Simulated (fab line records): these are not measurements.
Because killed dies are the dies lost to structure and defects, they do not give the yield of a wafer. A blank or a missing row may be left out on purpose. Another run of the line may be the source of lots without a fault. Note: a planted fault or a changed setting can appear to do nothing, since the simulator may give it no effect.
Which tool did it? :: flow sky130 :: 13 lots, 39 wafers sampled, at 3 steps of a route of 708

WHAT THE GAUGES SHOWED, per wafer
SKY_FIELD_ISO_BOW_MEAS_00. Usual: for INCOMING_BOW the level is -1 um and the standard deviation is 6.3.
lot: L959
measured: day 1 10:00
on: film-metro-04
INCOMING_BOW (um): -8 9 0
flag: 

lot: L961
measured: day 1 20:01
on: film-metro-03
INCOMING_BOW (um): 6 -13 -7
flag: 

lot: L965
measured: day 2 16:01
on: film-metro-01
INCOMING_BOW (um): 0 2 6
flag: 

lot: L966
measured: day 2 21:01
on: film-metro-01
INCOMING_BOW (um): -8 7 4
flag: 

lot: L968
measured: day 3 07:01
on: film-metro-04
INCOMING_BOW (um): 5 -4 -4
flag: 

lot: L969
measured: day 3 12:02
on: film-metro-01
INCOMING_BOW (um): -2 -1 -6
flag: 

lot: L970
measured: day 3 17:00
on: film-metro-04
INCOMING_BOW (um): -5 -2 5
flag: 

lot: L971
measured: day 3 22:00
on: film-metro-03
INCOMING_BOW (um): 3 9 -24
flag: 

lot: L973
measured: day 4 08:01
on: film-metro-03
INCOMING_BOW (um): 5 12 0
flag: 

lot: L978
measured: day 5 09:02
on: film-metro-01
INCOMING_BOW (um): -1 -7 -7
flag: 

lot: L979
measured: day 5 14:09
on: film-metro-01
INCOMING_BOW (um): 8 -2 -2
flag: 

lot: L980
measured: day 5 19:00
on: film-metro-01
INCOMING_BOW (um): -11 -4 -3
flag: 

lot: L982
measured: day 6 05:00
on: film-metro-01
INCOMING_BOW (um): -2 -12 8
flag: 

SKY_FIELD_ISO_THK_MEAS_25. Usual: for FIELD_ISO_CVD_24_THK the level is 593 nm and the standard deviation is 6.6.
lot: L959
measured: day 2 08:40
on: film-metro-03
FIELD_ISO_CVD_24_THK (nm): 594 590 588
flag: 

lot: L961
measured: day 2 19:36
on: film-metro-04
FIELD_ISO_CVD_24_THK (nm): 586 594 586
flag: 

lot: L965
measured: day 3 22:41
on: film-metro-01
FIELD_ISO_CVD_24_THK (nm): 598 584 593
flag: 

lot: L966
measured: day 3 22:46
on: film-metro-03
FIELD_ISO_CVD_24_THK (nm): 592 586 592
flag: 

lot: L968
measured: day 4 09:17
on: film-metro-04
FIELD_ISO_CVD_24_THK (nm): 604 599 598
flag: 

lot: L969
measured: day 4 20:40
on: film-metro-04
FIELD_ISO_CVD_24_THK (nm): 594 592 599
flag: 

lot: L970
measured: day 4 20:41
on: film-metro-01
FIELD_ISO_CVD_24_THK (nm): 590 585 589
flag: 

lot: L971
measured: day 5 03:29
on: film-metro-04
FIELD_ISO_CVD_24_THK (nm): 599 607 610
flag: 

lot: L973
measured: day 5 15:31
on: film-metro-03
FIELD_ISO_CVD_24_THK (nm): 589 592 584
flag: 

lot: L978
measured: day 6 14:24
on: film-metro-01
FIELD_ISO_CVD_24_THK (nm): 606 592 600
flag: 

lot: L979
measured: day 6 20:02
on: film-metro-01
FIELD_ISO_CVD_24_THK (nm): 601 588 604
flag: 

lot: L980
measured: day 6 20:05
on: film-metro-01
FIELD_ISO_CVD_24_THK (nm): 575 596 585
flag: 

lot: L982
measured: day 7 05:38
on: film-metro-03
FIELD_ISO_CVD_24_THK (nm): 585 598 597
flag: 

WHICH TOOL RAN EACH LOT (tool, then ch and the chambers of the sampled wafers, then the start)
lot: L959
SKY_FIELD_ISO_ETCH_15: rie-diel-01 ch 2,3, day 2 05:47

lot: L961
SKY_FIELD_ISO_ETCH_15: rie-diel-04 ch 0,1,2, day 2 16:53

lot: L965
SKY_FIELD_ISO_ETCH_15: rie-diel-01 ch 0,1,2, day 3 13:20

lot: L966
SKY_FIELD_ISO_ETCH_15: rie-diel-04 ch 0,2,3, day 3 16:10

lot: L968
SKY_FIELD_ISO_ETCH_15: rie-diel-04 ch 0,2, day 4 04:53

lot: L969
SKY_FIELD_ISO_ETCH_15: rie-diel-04 ch 0,2,3, day 4 16:14

lot: L970
SKY_FIELD_ISO_ETCH_15: rie-diel-01 ch 0,1, day 4 14:01

lot: L971
SKY_FIELD_ISO_ETCH_15: rie-diel-04 ch 1,2,3, day 4 20:37

lot: L973
SKY_FIELD_ISO_ETCH_15: rie-diel-04 ch 0,1,3, day 5 07:29

lot: L978
SKY_FIELD_ISO_ETCH_15: rie-diel-02 ch 0,1,3, day 6 11:32

lot: L979
SKY_FIELD_ISO_ETCH_15: rie-diel-02 ch 0,2,3, day 6 15:53

lot: L980
SKY_FIELD_ISO_ETCH_15: rie-diel-01 ch 0,1,2, day 6 17:50

lot: L982
SKY_FIELD_ISO_ETCH_15: rie-diel-01 ch 1,2,3, day 7 03:22
- SKY_FIELD_ISO_ETCH_15: etches the open film in CHF3/O2, stops on Si, target depth 180 nm, time 72 s.

AS READ BY THE TOOLS THEMSELVES (means over the sampled wafers that have a number; for cases with no such wafer, the mark the record gives instead)
SKY_FIELD_ISO_ETCH_15. Usual: drypump-motor-current-A 5.7 A, standard deviation 0.44; oes-product-au 0.947 a.u., standard deviation 0.0076; rf-fwd-power-W 594.8 W, standard deviation 2.4; throttle-valve-pct 8.844 %, standard deviation 0.0086.
lot: L959
tool: rie-diel-01
drypump-motor-current-A (A): 6.2
oes-product-au (a.u.): 0.952
rf-fwd-power-W (W): 597.4
throttle-valve-pct (%): 8.841
flag: 

lot: L961
tool: rie-diel-04
drypump-motor-current-A (A): 5.5
oes-product-au (a.u.): 0.948
rf-fwd-power-W (W): 593.7
throttle-valve-pct (%): 8.837
flag: 

lot: L965
tool: rie-diel-01
drypump-motor-current-A (A): 5.9
oes-product-au (a.u.): 0.937
rf-fwd-power-W (W): 594.3
throttle-valve-pct (%): 8.839
flag: 

lot: L966
tool: rie-diel-04
drypump-motor-current-A (A): 5.7
oes-product-au (a.u.): 0.947
rf-fwd-power-W (W): 591.0
throttle-valve-pct (%): 8.837
flag: 

lot: L968
tool: rie-diel-04
drypump-motor-current-A (A): 6.0
oes-product-au (a.u.): 0.952
rf-fwd-power-W (W): 591.7
throttle-valve-pct (%): 8.851
flag: 

lot: L969
tool: rie-diel-04
drypump-motor-current-A (A): 5.7
oes-product-au (a.u.): 0.942
rf-fwd-power-W (W): 497.9
throttle-valve-pct (%): 8.843
flag: OFF

lot: L970
tool: rie-diel-01
drypump-motor-current-A (A): 5.9
oes-product-au (a.u.): 0.954
rf-fwd-power-W (W): 596.4
throttle-valve-pct (%): 8.854
flag: 

lot: L971
tool: rie-diel-04
drypump-motor-current-A (A): 5.7
oes-product-au (a.u.): 0.956
rf-fwd-power-W (W): 498.1
throttle-valve-pct (%): 8.845
flag: OFF

lot: L973
tool: rie-diel-04
drypump-motor-current-A (A): 5.3
oes-product-au (a.u.): 0.941
rf-fwd-power-W (W): 497.3
throttle-valve-pct (%): 8.855
flag: OFF

lot: L978
tool: rie-diel-02
drypump-motor-current-A (A): 5.4
oes-product-au (a.u.): 0.949
rf-fwd-power-W (W): 597.5
throttle-valve-pct (%): 8.852
flag: 

lot: L979
tool: rie-diel-02
drypump-motor-current-A (A): 5.5
oes-product-au (a.u.): 0.950
rf-fwd-power-W (W): 596.1
throttle-valve-pct (%): 8.847
flag: 

lot: L980
tool: rie-diel-01
drypump-motor-current-A (A): 5.9
oes-product-au (a.u.): 0.947
rf-fwd-power-W (W): 593.9
throttle-valve-pct (%): 8.842
flag: 

lot: L982
tool: rie-diel-01
drypump-motor-current-A (A): 6.1
oes-product-au (a.u.): 0.944
rf-fwd-power-W (W): 595.1
throttle-valve-pct (%): 8.845
flag: 

THE ANSWER, worked out from the rows above alone
Rule: lot off if the mean of its wafers having a number is beyond 3 standard deviations from the usual mean. A lot without any number at a reading at which 4 lots or more have one is off too. Where the step has rows for the other lots, those lots are counted as sound. Order of review: gauges by route order, followed by the tools' own readings, for which a lot's mean as printed above is used. At the first step where some lot is off, the reading lying furthest off is the one used; lots without a number count as furthest.
Off at SKY_FIELD_ISO_ETCH_15 (rf-fwd-power-W): L969, L971, L973.
A tool fits if, at that step or a process step before it, it ran every lot that is off, and no sound lot after the first of them. One candidate fits, namely rie-diel-04 at SKY_FIELD_ISO_ETCH_15. A fault onset in the window from L968 (day 4 04:53, its last sound lot) to L969 (day 4 16:14, its first lot off) fits.
On the lots that are off, the tool's own readings at SKY_FIELD_ISO_ETCH_15 differ by more than 5 times the standard deviation of the sound lots' means, which bears it out; rf-fwd-power-W reads 497.8 W there versus 594.7 W on the sound lots.

WHAT WAS PUT IN BY THE SIMULATOR
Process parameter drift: rie-diel-04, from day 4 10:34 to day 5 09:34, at SKY_FIELD_ISO_ETCH_15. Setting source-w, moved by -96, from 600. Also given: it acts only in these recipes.
Shown lots that were struck: L969, L971, L973. The rule given above showed the same thing.
